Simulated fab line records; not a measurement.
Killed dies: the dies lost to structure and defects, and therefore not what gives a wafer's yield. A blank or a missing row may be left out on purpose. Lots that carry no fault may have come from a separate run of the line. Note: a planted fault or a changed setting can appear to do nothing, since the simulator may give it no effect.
fab line records    flow sky130
record lots=12  wafers=36  last_day=49
route steps=708 shown FIELD_ISO@18 SONOS_TUNNEL@166 LDD_HVP@285 LI_CONTACT@375
lots that met no fault: from a run of the same line without faults
start_h: the number of hours between the record's first day and the start of the first shown wafer of the lot    wait_h: hours since the lot's step before    " identical to the entry in the row above    L1.1+2: a row that stands for several wafers    - no value, or no start given    * or withheld: withheld    < > ~ a bound
route shown NAME@n: NAME is a module with steps in the file, n the number in the route of the first one    usual: mean and standard deviation over wafers with no fault    same: alike in all rows    chamber/n: place in a boat    sites: each site's reading    _std_site: standard deviation of those values    _edge_site: the outer-site mean with the inner-site mean subtracted    radius_mm: how far each site lies from the wafer's centre    mask NAME#n: copy n    behind: tool/chamber where the wafer was last shaped    hold: the reason the lot was held/the length of the hold in hours/how it ended    device: the n, p or np transistor that did not switch    end of line: the same wafers' tests at the end of the route    step lacking rows: just its recipe    killed: dies that structure and defects cost at the first sort, which is not the same as the wafer's yield    map: the dies of a wafer, with x for killed, . for not killed, _ for no die there
set.NAME: the setting that was run; set.NAME@STEP: the one run at that earlier step    model.NAME: the simulator's own value behind a step, which no gauge read
one table for each step of the route and one row for each wafer, over a sample of lots
services: from which hour (start_h, from the record's first day; less than 0 if before it) a tool's chamber was out of use, for how many hours, and why
## steps
# step SKY_FIELD_ISO_ETCH_17
# recipe target_depth_a=3420  mask_material=Si3N4  chemistry=HBr/Cl2/O2  target=Si  taper_deg=5  icp_w=607.2  bias_w=150  pressure_mtorr=15  HBr_flow_sccm=150  Cl2_flow_sccm=40  O2_flow_sccm=6  time_s=97.7
# usual bias_w=150.0/0.42  drypump_motor_current_A=5.8/0.45  mfc_cl2_sccm=40.00/0.11  oes_product_au=1.001/0.0096  run_length_s=126.1/0.4  throttle_valve_pct=25.656/0.011
lot.wafer  tool       chamber  start_h  wait_h  bias_w  drypump_motor_current_A  mfc_cl2_sccm  oes_product_au  rf_hours_counter_h  run_length_s  throttle_valve_pct
L545.1     rie_si-01  0        31.94    0.1     150.1   5.4                      40.11         0.990           77                  126.2         25.643
L545.2     "          1        "        "       150.6   5.7                      39.94         1.000           103                 126.4         25.640
L545.5     "          3        "        "       149.9   6.2                      39.79         0.994           -                   125.3         25.656
L546.2     rie_si-02  1        33.00    0.1     149.8   6.6                      40.26         1.004           67                  126.2         25.639
L546.3     "          3        "        "       150.4   5.7                      39.97         0.983           1                   125.6         25.668
L546.6     "          0        "        "       150.5   5.4                      40.06         0.994           -                   126.5         25.661
L547.3     rie_si-01  3        38.50    0.0     150.2   6.2                      39.92         0.997           136                 125.7         25.661
L547.5     "          0        "        "       149.2   5.4                      39.92         0.990           -                   126.4         25.657
L547.6     "          3        "        "       151.0   6.2                      39.99         1.001           -                   125.5         25.646
L548.2     rie_si-01  2        44.95    0.1     149.7   5.5                      40.09         1.004           49                  126.2         25.643
L548.3     "          0        "        "       150.1   5.4                      39.96         0.998           77                  125.9         25.644
L548.5     "          0        "        "       149.7   5.4                      40.01         1.010           -                   126.0         25.663
L549.1     rie_si-01  1        50.79    0.1     149.5   5.7                      39.84         1.000           103                 126.8         25.661
L549.4     "          0        "        "       149.8   5.4                      39.98         0.985           77                  125.9         25.641
L549.6     "          3        "        "       150.0   6.2                      39.84         1.015           -                   125.5         25.663
L550.2     rie_si-01  1        55.09    0.1     149.8   5.6                      39.99         1.017           103                 126.0         25.652
L550.4     "          2        "        "       149.4   5.6                      39.98         1.001           49                  126.3         25.647
L550.6     "          0        "        "       149.8   5.4                      40.05         1.002           -                   126.2         25.666
L551.3     rie_si-02  1        59.84    0.0     150.3   6.6                      39.93         1.001           67                  126.0         25.661
L551.4     "          0        "        "       150.4   5.4                      39.98         1.000           135                 127.0         25.663
L551.5     "          2        "        "       150.4   6.6                      40.04         0.997           -                   126.6         25.664
L552.1     rie_si-02  3        65.04    0.1     150.4   5.7                      39.73         0.993           1                   125.5         25.662
L552.2     "          2        "        "       149.6   6.5                      39.98         0.993           3                   126.1         25.652
L552.3     "          0        "        "       150.0   5.4                      40.14         1.008           135                 126.7         25.648
L560.1     rie_si-01  0        108.34   0.1     150.6   5.4                      40.07         1.005           78                  130.0         25.653
L560.2     "          3        "        "       150.4   6.1                      40.11         1.012           136                 125.9         25.661
L560.4     "          2        "        "       150.3   5.5                      40.17         1.003           49                  126.3         25.674
L561.2     rie_si-01  0        112.69   0.1     149.5   5.4                      40.08         0.990           78                  129.7         25.665
L561.3     "          3        "        "       150.2   6.2                      39.97         0.999           136                 125.3         25.672
L561.5     "          1        "        "       149.8   5.6                      40.04         1.008           -                   126.3         25.647
L565.1     rie_si-02  1        132.79   0.1     150.4   6.6                      40.15         1.008           67                  126.1         25.649
L565.3     "          3        "        "       149.6   5.7                      40.07         0.997           2                   125.7         25.650
L565.5     "          2        "        "       150.4   6.6                      39.91         0.991           -                   126.1         25.655
L566.3     rie_si-02  3        137.49   0.0     150.3   5.7                      39.99         1.000           2                   125.7         25.666
L566.4     "          0        "        "       149.4   5.4                      40.08         1.005           135                 126.9         25.648
L566.5     "          0        "        "       149.7   5.4                      40.10         1.017           -                   126.6         25.659
# step SKY_SONOS_TUNNEL_TW_MEAS_12
# usual SONOS_TUNNEL_TW=197.5/0.85
lot.wafer  tool           chamber  start_h  wait_h  SONOS_TUNNEL_TW
L545.1     film_metro-04  -        252.42   0.0     195.9
L545.2     "              -        "        "       196.3
L545.5     "              -        "        "       196.1
L546.2     film_metro-04  -        253.42   0.0     198.1
L546.3     "              -        "        "       197.4
L546.6     "              -        "        "       196.4
L547.3     film_metro-04  -        261.14   0.0     196.4
L547.5     "              -        "        "       196.3
L547.6     "              -        "        "       196.1
L548.2     film_metro-02  -        275.62   0.0     198.3
L548.3     "              -        "        "       197.5
L548.5     "              -        "        "       198.6
L549.1     film_metro-04  -        283.80   0.0     196.6
L549.4     "              -        "        "       196.4
L549.6     "              -        "        "       196.5
L550.2     film_metro-03  -        289.46   0.0     196.8
L550.4     "              -        "        "       197.6
L550.6     "              -        "        "       198.0
L551.3     film_metro-03  -        298.94   0.0     198.7
L551.4     "              -        "        "       197.5
L551.5     "              -        "        "       198.0
L552.1     film_metro-03  -        305.28   0.0     197.1
L552.2     "              -        "        "       198.9
L552.3     "              -        "        "       197.4
L560.1     film_metro-04  -        367.90   0.0     197.3
L560.2     "              -        "        "       197.5
L560.4     "              -        "        "       197.9
L561.2     film_metro-03  -        373.42   0.0     197.1
L561.3     "              -        "        "       196.8
L561.5     "              -        "        "       196.7
L565.1     film_metro-04  -        410.38   0.0     197.8
L565.3     "              -        "        "       198.1
L565.5     "              -        "        "       196.8
L566.3     film_metro-04  -        412.79   0.0     197.0
L566.4     "              -        "        "       197.6
L566.5     "              -        "        "       196.4
# step SKY_LDD_HVP_OVL_MEAS_07
# usual LDD_HVP_OVL=-0.4/1.3
lot.wafer  tool        chamber  start_h  wait_h  LDD_HVP_OVL[nm]
L545.1     overlay-01  -        490.43   0.1     -0.4
L545.2     "           -        "        "       0.4
L545.5     "           -        "        "       -2.4
L546.2     overlay-02  -        495.98   0.1     0.1
L546.3     "           -        "        "       -0.3
L546.6     "           -        "        "       -0.3
L547.3     overlay-01  -        508.53   0.1     -1.6
L547.5     "           -        "        "       0.0
L547.6     "           -        "        "       -1.7
L548.2     overlay-01  -        527.28   0.1     0.2
L548.3     "           -        "        "       0.9
L548.5     "           -        "        "       0.3
L549.1     overlay-01  -        537.03   0.1     -0.8
L549.4     "           -        "        "       -0.6
L549.6     "           -        "        "       -0.9
L550.2     overlay-02  -        541.14   0.1     -2.3
L550.4     "           -        "        "       -2.4
L550.6     "           -        "        "       -2.8
L551.3     overlay-02  -        556.33   0.1     0.7
L551.4     "           -        "        "       -0.2
L551.5     "           -        "        "       -2.2
L552.1     overlay-01  -        562.47   0.1     1.9
L552.2     "           -        "        "       -0.8
L552.3     "           -        "        "       -0.7
L560.1     overlay-01  -        626.52   0.1     0.4
L560.2     "           -        "        "       -0.1
L560.4     "           -        "        "       -1.5
L561.2     overlay-01  -        627.98   0.1     -0.4
L561.3     "           -        "        "       -2.7
L561.5     "           -        "        "       0.0
L565.1     overlay-01  -        665.12   0.1     -0.7
L565.3     "           -        "        "       -0.9
L565.5     "           -        "        "       0.9
L566.3     overlay-01  -        672.33   0.1     0.2
L566.4     "           -        "        "       0.4
L566.5     "           -        "        "       0.9
# step SKY_LI_CONTACT_OVL_MEAS_13
# usual LI_CONTACT_OVL=2/5.2
lot.wafer  tool        chamber  start_h  wait_h  LI_CONTACT_OVL[nm]
L545.1     overlay-01  -        673.70   0.1     0
L545.2     "           -        "        "       -5
L545.5     "           -        "        "       -6
L546.2     overlay-01  -        679.50   0.1     4
L546.3     "           -        "        "       9
L546.6     "           -        "        "       0
L547.3     overlay-02  -        691.10   0.1     15
L547.5     "           -        "        "       7
L547.6     "           -        "        "       8
L548.2     overlay-02  -        707.75   0.1     -4
L548.3     "           -        "        "       2
L548.5     "           -        "        "       0
L549.1     overlay-01  -        715.30   0.1     6
L549.4     "           -        "        "       -5
L549.6     "           -        "        "       0
L550.2     overlay-01  -        721.05   0.1     2
L550.4     "           -        "        "       -1
L550.6     "           -        "        "       5
L551.3     overlay-02  -        732.70   0.1     4
L551.4     "           -        "        "       -1
L551.5     "           -        "        "       3
L552.1     overlay-01  -        738.05   0.1     1
L552.2     "           -        "        "       -4
L552.3     "           -        "        "       4
L560.1     overlay-02  -        795.75   0.1     6
L560.2     "           -        "        "       1
L560.4     "           -        "        "       3
L561.2     overlay-01  -        796.76   0.1     0
L561.3     "           -        "        "       4
L561.5     "           -        "        "       4
L565.1     overlay-01  -        831.80   0.1     7
L565.3     "           -        "        "       9
L565.5     "           -        "        "       7
L566.3     overlay-02  -        838.91   0.1     -3
L566.4     "           -        "        "       2
L566.5     "           -        "        "       -4
## services
tool       chamber  start_h  hours  kind
rie_si-01  -        136.36   0.2    repair
## key
first_sign step=SKY_FIELD_ISO_ETCH_17  reading=run_length_s  direction=up  sigmas=9.4  usual=*  struck=*
effect none on later readings
met_at SKY_FIELD_ISO_ETCH_17
struck_lots L560,L561
struck_wafers L560.1,L561.2
tester_left_out L560,L561
not_acting_at SKY_SONOS_TUNNEL_TW_MEAS_12,SKY_LDD_HVP_OVL_MEAS_07,SKY_LI_CONTACT_OVL_MEAS_13
onset_between 55.09 108.34
fault kind=process_parameter_drift  tool=rie_si-01  chamber=0  onset_h=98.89  steps=SKY_FIELD_ISO_ETCH_17  channel=time_s  offset=*  shape=step  end_h=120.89  acts_in=*  stated=*
# tester_left_out: of these lots the tester's yield and bins aren't shown, on N5 and GAA mostly nor the transistor test; their killed dies are dies lost to structure and defects alone, not to doping, threshold or leakage, so they don't give the yield
